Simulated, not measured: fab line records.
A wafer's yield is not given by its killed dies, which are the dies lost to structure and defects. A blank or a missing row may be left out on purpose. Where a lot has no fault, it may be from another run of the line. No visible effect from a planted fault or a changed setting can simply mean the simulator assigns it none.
Which tool is to blame? :: flow sky130 :: Sampling: 13 lots, 39 wafers, 2 of 708 route steps

WHAT EACH GAUGE READ, for each wafer
SKY_NWELL_OVL_MEAS_10. Usual: NWELL_00_OVL gives -0.9 nm (standard deviation 1.4).
lot: L360
measured: day 4 19:58
on: overlay-01
NWELL_00_OVL (nm): 0.3 -0.9 0.8
flag: 

lot: L361
measured: day 4 23:33
on: overlay-01
NWELL_00_OVL (nm): -0.1 -1.3 -2.4
flag: 

lot: L363
measured: day 5 13:30
on: overlay-02
NWELL_00_OVL (nm): 0.2 0.6 -0.2
flag: 

lot: L364
measured: day 5 20:34
on: overlay-01
NWELL_00_OVL (nm): -0.9 -2.5 -2.6
flag: 

lot: L367
measured: day 6 11:07
on: overlay-02
NWELL_00_OVL (nm): 0.8 1.0 1.7
flag: 

lot: L369
measured: day 6 22:22
on: overlay-02
NWELL_00_OVL (nm): -1.9 -1.2 -0.5
flag: 

lot: L373
measured: day 7 17:57
on: overlay-02
NWELL_00_OVL (nm): -0.6 -1.0 0.0
flag: 

lot: L374
measured: day 8 04:28
on: overlay-02
NWELL_00_OVL (nm): -0.4 -1.6 -1.3
flag: 

lot: L378
measured: day 9 00:02
on: overlay-02
NWELL_00_OVL (nm): -3.4 -1.9 -3.7
flag: 

lot: L380
measured: day 9 15:25
on: overlay-02
NWELL_00_OVL (nm): -1.4 -1.8 -1.7
flag: 

lot: L381
measured: day 9 23:34
on: overlay-02
NWELL_00_OVL (nm): -4.0 -1.8 -2.2
flag: 

lot: L382
measured: day 10 00:40
on: overlay-02
NWELL_00_OVL (nm): -1.5 -0.5 0.5
flag: 

lot: L383
measured: day 10 04:04
on: overlay-01
NWELL_00_OVL (nm): 0.5 0.1 0.2
flag: 

TOOL THAT RAN EACH LOT (tool first, then ch and the chambers of the sampled wafers, then the start)
lot: L360
SKY_FIELD_ISO_STRIP_16: plasma asher-02 ch 0,1, day 2 06:23

lot: L361
SKY_FIELD_ISO_STRIP_16: plasma asher-02 ch 0,1, day 2 12:25

lot: L363
SKY_FIELD_ISO_STRIP_16: plasma asher-03 ch 0,1, day 2 23:43

lot: L364
SKY_FIELD_ISO_STRIP_16: plasma asher-03 ch 0,1, day 3 03:08

lot: L367
SKY_FIELD_ISO_STRIP_16: plasma asher-03 ch 0,1, day 3 17:31

lot: L369
SKY_FIELD_ISO_STRIP_16: plasma asher-04 ch 0,1, day 4 07:05

lot: L373
SKY_FIELD_ISO_STRIP_16: plasma asher-04 ch 0,1, day 5 01:34

lot: L374
SKY_FIELD_ISO_STRIP_16: plasma asher-04 ch 0,1, day 5 09:04

lot: L378
SKY_FIELD_ISO_STRIP_16: plasma asher-04 ch 0,1, day 6 04:10

lot: L380
SKY_FIELD_ISO_STRIP_16: plasma asher-02 ch 0,1, day 6 14:29

lot: L381
SKY_FIELD_ISO_STRIP_16: plasma asher-03 ch 1, day 6 21:56

lot: L382
SKY_FIELD_ISO_STRIP_16: plasma asher-03 ch 0,1, day 7 00:46

lot: L383
SKY_FIELD_ISO_STRIP_16: plasma asher-02 ch 0,1, day 7 04:28
- SKY_FIELD_ISO_STRIP_16: strips in O2/N2.

WHAT THE TOOLS THEMSELVES READ (means of the sampled wafers that have a number; where no wafer has one, the mark that the record gives instead)
SKY_FIELD_ISO_STRIP_16. Usual: drypump motor current A 5.6 A, standard deviation 0.38; n2 flow sccm 299.9 sccm, standard deviation 0.97; oes product au 0.375 a.u., standard deviation 0.0043; strip time to endpoint s 3.485 s, standard deviation 0.028.
lot: L360
tool: plasma asher-02
drypump motor current A (A): 5.8
n2 flow sccm (sccm): 298.6
oes product au (a.u.): 0.378
strip time to endpoint s (s): 3.493
flag: 

lot: L361
tool: plasma asher-02
drypump motor current A (A): 5.9
n2 flow sccm (sccm): 299.7
oes product au (a.u.): 0.377
strip time to endpoint s (s): 3.489
flag: 

lot: L363
tool: plasma asher-03
drypump motor current A (A): 5.2
n2 flow sccm (sccm): 300.0
oes product au (a.u.): 0.380
strip time to endpoint s (s): 3.483
flag: 

lot: L364
tool: plasma asher-03
drypump motor current A (A): 5.2
n2 flow sccm (sccm): 300.4
oes product au (a.u.): 0.376
strip time to endpoint s (s): 3.496
flag: 

lot: L367
tool: plasma asher-03
drypump motor current A (A): 5.2
n2 flow sccm (sccm): 300.4
oes product au (a.u.): 0.379
strip time to endpoint s (s): 3.485
flag: 

lot: L369
tool: plasma asher-04
drypump motor current A (A): 5.8
n2 flow sccm (sccm): 299.0
oes product au (a.u.): 0.375
strip time to endpoint s (s): 3.442
flag: 

lot: L373
tool: plasma asher-04
drypump motor current A (A): 5.8
n2 flow sccm (sccm): 299.6
oes product au (a.u.): 0.377
strip time to endpoint s (s): 3.496
flag: 

lot: L374
tool: plasma asher-04
drypump motor current A (A): 5.8
n2 flow sccm (sccm): 300.4
oes product au (a.u.): 0.372
strip time to endpoint s (s): 3.430
flag: 

lot: L378
tool: plasma asher-04
drypump motor current A (A): 6.0
n2 flow sccm (sccm): 299.5
oes product au (a.u.): 0.374
strip time to endpoint s (s): 3.505
flag: 

lot: L380
tool: plasma asher-02
drypump motor current A (A): 5.9
n2 flow sccm (sccm): 298.9
oes product au (a.u.): 0.376
strip time to endpoint s (s): 3.482
flag: 

lot: L381
tool: plasma asher-03
drypump motor current A (A): 5.2
n2 flow sccm (sccm): 300.3
oes product au (a.u.): 0.380
strip time to endpoint s (s): 3.515
flag: 

lot: L382
tool: plasma asher-03
drypump motor current A (A): 5.2
n2 flow sccm (sccm): 299.7
oes product au (a.u.): 0.373
strip time to endpoint s (s): 3.492
flag: 

lot: L383
tool: plasma asher-02
drypump motor current A (A): 5.8
n2 flow sccm (sccm): 300.6
oes product au (a.u.): 0.376
strip time to endpoint s (s): 3.487
flag: 

THE ANSWER, worked out from the rows above alone
Rule: lot off if the mean of its wafers having a number is beyond 3 standard deviations from the usual mean. A lot without any number at a reading at which 4 lots or more have one is off too. The other lots that the step has rows for count as sound. After the gauges, taken in route order, come the tools' own readings; for these a lot's mean is taken, as printed above. At the first step where some lot is off, the reading lying furthest off is the one used; lots without a number count as furthest.
Nothing can be told from this: no lot is off at any reading shown.

WHAT HAD BEEN PUT IN BY THE SIMULATOR
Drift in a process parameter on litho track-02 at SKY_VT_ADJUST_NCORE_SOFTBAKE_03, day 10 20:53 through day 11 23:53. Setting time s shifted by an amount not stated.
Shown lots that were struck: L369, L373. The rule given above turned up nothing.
